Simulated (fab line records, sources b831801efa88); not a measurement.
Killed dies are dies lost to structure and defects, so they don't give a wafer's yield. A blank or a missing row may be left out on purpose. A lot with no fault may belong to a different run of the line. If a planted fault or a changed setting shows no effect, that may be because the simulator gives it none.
A lot that was struck, set against a sound lot | flow sky130 | 44 out of 708 route steps
Sound: the wafers L930.2, L930.3, L930.6. Struck: wafers L936.2, L936.4 (left out: L936.3, a lot-mate that was not struck); the cause follows at the end.
For every step that has rows: the tool of each side, followed by ch and its chambers, followed by its first start. Under that, the readings that differ: sound wafers | struck wafers | difference of the means | sigmas: that difference in standard deviations of wafers without a fault.
alike: same words and numbers on both sides, and readings whose means sit less than 2 such deviations apart. not compared: any withheld reading, any reading some wafer has no value for, any bound like >300 that may hide the same value, and any number with overlapping values for which the record gives no deviation.
Wherever a step has rows on one side only, a row that says differs or no value, or a row with sigmas, the two part there. Numbers that don't overlap but have no deviation are shown without sigmas and don't part them. Lack of a reading on every wafer of one side parts them only where that side has two or more wafers.

first, 3 steps without rows for these wafers: SKY_VIA3_CLEAN_18 (cleans in IPA, time 180 s); SKY_VIA3_CLEAN_19 (cleans in O3/DIW); SKY_VIA3_SPUTTER_20 (material TiN, target thk 20 nm, time 80 s).
SKY_VIA3_CVD_21: deposits W, target thk 390 nm, time 117.31 s.
  sound on cvdW-01 ch 1, day 40 08:11; struck on cvdW-01 ch 1, day 42 06:47
  alike: heaterPowerOuterW, heaterPowerW
SKY_VIA3_RS_MEAS_22: measures by four-point-probe.
  sound: filmMetro-03 at day 40 08:20; struck: filmMetro-04 at day 42 06:56
reading            | sound                | struck        | difference | sigmas
VIA3_W_RS (ohm/sq) | 0.2983 0.2982 0.2934 | 0.2916 0.2879 | -0.0069    | -3
SKY_VIA3_THK_MEAS_23: measures by xrf.
  sound: filmMetro-03 at day 40 08:26; struck: filmMetro-04 at day 42 07:02
  alike: VIA3_W_THK
SKY_VIA3_CMP_24: polishes, stops on SiO2, t overpolish 20 s, target thk 0 nm.
  sound on cmp-02 ch 1,2,3, day 40 08:35; struck on cmp-01 ch 0,1, day 42 07:05
reading             | sound    | struck | difference | sigmas
timeToEndpointS (s) | 89 88 90 | 103 97 | +11        | +3
  alike: motorCurrentA, overpolishRunS
then, 5 steps without rows for these wafers: SKY_METAL4_SPUTTER_00 (material Ti, target thk 15 nm, time 9.726 s); SKY_METAL4_SPUTTER_01 (material TiN, target thk 20 nm, time 16.7 s); SKY_METAL4_SPUTTER_02 (material AlCu, target thk 735 nm, time 39.1 s); SKY_METAL4_SPUTTER_03 (material Ti, target thk 5 nm, time 3.3 s); SKY_METAL4_SPUTTER_04 (material TiN, target thk 70 nm, time 58.3 s).
SKY_CAP2M_CVD_00: deposits SiO2, target thk 15.5 nm.
  sound on pecvd-02 ch 0,2, day 40 08:56; struck on pecvd-02 ch 1, day 42 07:32
reading                               | sound             | struck      | difference | sigmas
model.SiO2_of_CAP2M_CVD_00.thkNm (nm) | 15.28 15.45 15.53 | 22.31 22.74 | +7.10      | 
  alike: heaterPowerOuterW, heaterPowerW, rfFwdPowerW
SKY_CAP2M_THK_MEAS_01:
  sound: filmMetro-02 at day 40 08:58; struck: filmMetro-03 at day 42 07:34
reading               | sound             | struck      | difference | sigmas
CAP2M_CVD_00_THK (nm) | 15.31 15.47 15.56 | 22.34 22.73 | +7.09      | +30
then, 1 step without rows for these wafers: SKY_CAP2M_SPUTTER_02 (material TiN, target thk 200 nm, time 166.7 s).
SKY_CAP2M_RS_MEAS_03: measures by four-point-probe.
  sound: filmMetro-03 at day 40 09:09; struck: filmMetro-01 at day 42 07:46
  alike: CAP2M_TIN_RS
SKY_CAP2M_THK_MEAS_04: measures by xrf.
  sound: filmMetro-03 at day 40 09:16; struck: filmMetro-01 at day 42 07:53
  alike: CAP2M_TIN_THK
then, 7 steps without rows for these wafers: SKY_CAP2M_DEHYDRATE_05 (time 60 s); SKY_CAP2M_HMDS_06 (prime time 60 s); SKY_CAP2M_COAT_07 (resist thk 1140 nm); SKY_CAP2M_SOFTBAKE_08 (time 60 s); SKY_CAP2M_EXPOSE_09 (exposes mask CAP2M, target cd 1000 nm); SKY_CAP2M_PEB_10; SKY_CAP2M_DEVELOP_11 (develop time 60 s).
SKY_CAP2M_OVL_MEAS_12:
  sound: overlay-02 at day 41 09:40; struck: overlay-01 at day 43 06:58
  alike: CAP2M_OVL
then, 1 step without rows for these wafers: SKY_CAP2M_METAL_ETCH_13 (etches TiN in Cl2/BCl3, stops on SiO2, target depth 220 nm, time 62.9 s).
SKY_CAP2M_STRIP_14: strips in O2/N2.
  sound on plasmaAsher-02 ch 0, day 41 09:52; struck on plasmaAsher-03 ch 0,1, day 43 07:05
  alike: drypumpMotorCurrentA, oesProductAu, stripTimeToEndpointS
  not compared: rfHoursCounterH
then, 11 steps without rows for these wafers: SKY_CAP2M_STRIP_15 (strips in post etch residue remover, time 1200 s); SKY_CAP2M_CLEAN_16 (cleans in IPA, time 180 s); SKY_CAP2M_CLEAN_17 (cleans in O3/DIW); SKY_METAL4_DEHYDRATE_05 (time 60 s); SKY_METAL4_HMDS_06 (prime time 60 s); SKY_METAL4_COAT_07 (resist thk 60 nm); SKY_METAL4_COAT_08 (resist thk 1140 nm); SKY_METAL4_SOFTBAKE_09 (time 90 s); SKY_METAL4_EXPOSE_10 (exposes mask MM4, target cd 300 nm); SKY_METAL4_PEB_11; SKY_METAL4_DEVELOP_12 (develop time 60 s).
SKY_METAL4_CD_MEAS_13 targets a cd of 300 nm.
  sound: cdSem-02 at day 42 10:03; struck: cdSem-02 at day 44 05:54
  alike: cdNm
SKY_METAL4_OVL_MEAS_14:
  sound: overlay-01 at day 42 10:09; struck: overlay-02 at day 44 06:00
  alike: METAL4_OVL
SKY_METAL4_DESCUM_15: chemistry O2, time 8 s.
  sound on rieMetal-04 ch 0, day 42 10:11; struck on rieMetal-03 ch 1, day 44 06:02
reading                  | sound       | struck  | difference | sigmas
drypumpMotorCurrentA (A) | 5.9 5.9 5.9 | 5.1 5.1 | -0.8       | -2
  alike: heBacksideLeakSccm, oesProductAu, rfFwdPowerW, tempC
  not compared: rfHoursCounterH
SKY_METAL4_ETCH_16: etches BARC in N2/H2, stops on SiO2, time 88.2 s, target depth 60 nm.
  sound on rieMetal-04 ch 0, day 42 10:13; struck on rieMetal-03 ch 1, day 44 06:08
reading                  | sound       | struck  | difference | sigmas
drypumpMotorCurrentA (A) | 5.9 5.9 5.8 | 5.1 5.1 | -0.8       | -2
  alike: heBacksideLeakSccm, oesProductAu, rfFwdPowerW, throttleValvePct
  not compared: rfHoursCounterH
SKY_METAL4_ETCH_17: etches SiO2 in C4F8/O2/Ar, stops on TiN, time 3.9 s, target depth 15 nm.
  sound on rieDiel-01 ch 0,2,3, day 42 10:19; struck on rieDiel-03 ch 1,2, day 44 06:17
reading                 | sound             | struck      | difference | sigmas
oesProductAu (a.u.)     | 0.758 0.759 0.760 | 0.918 0.932 | +0.166     | +23
model.etch.depthNm (nm) | 15.28 15.45 15.53 | 22.31 22.74 | +7.10      | 
  alike: rfFwdPowerW
  not compared: rfHoursCounterH
-- the record jumps here: 4 days lie between the struck wafers' starts before and after (it left off in module METAL4 and takes up again in module PAD_OPEN, whose first step shown is number 708 of the route) --
SKY_PAD_OPEN_PROBE_99:
  sound: prober-02 at day 46 08:23; struck: prober-02 at day 47 23:57
reading                               | sound                | struck              | difference | sigmas
model.etest.tester.sortNPass          | 402 401 398          | 3 0                 | -399       | 
model.etest.tester.sortYieldPct (%)   | 81.71 81.5 80.89     | 0.6098 0            | -81.0618   | 
model.etest.tester.sort_bin_5_pct (%) | 11.18 10.98 10.57    | 90.04 92.48         | +80.35     | 
model.etest.capMim2.bvV (V)           | 14 13.89 14.52       | 20.18 20.37         | +6.14      | 
model.etest.capMim2.leakLog10ACm2     | -8.919 -8.972 -8.926 | -10.28 -10.18       | -1.29      | 
model.etest.capMim2.cFfUm2            | 2.383 2.353 2.322    | 1.62 1.581          | -0.75      | 
model.etest.tester.sort_bin_8_pct (%) | 0 0 0                | 2.102e-07 1.618e-09 | +1.059e-07 | 
  alike: defectLimitedYield, killed_at_M0_to_M3, killed_at_M4_up, killedAtContacts, killedAtFrontEnd, killedAtOther, killedDies, killedOpen, killedShort

WHERE THEY PART
At SKY_VIA3_RS_MEAS_22 first; at SKY_METAL4_ETCH_17 last (within this record only). Later steps at which nothing parts them and some readings are alike: SKY_PAD_OPEN_PROBE_99.

WHY: whatever the simulator had introduced
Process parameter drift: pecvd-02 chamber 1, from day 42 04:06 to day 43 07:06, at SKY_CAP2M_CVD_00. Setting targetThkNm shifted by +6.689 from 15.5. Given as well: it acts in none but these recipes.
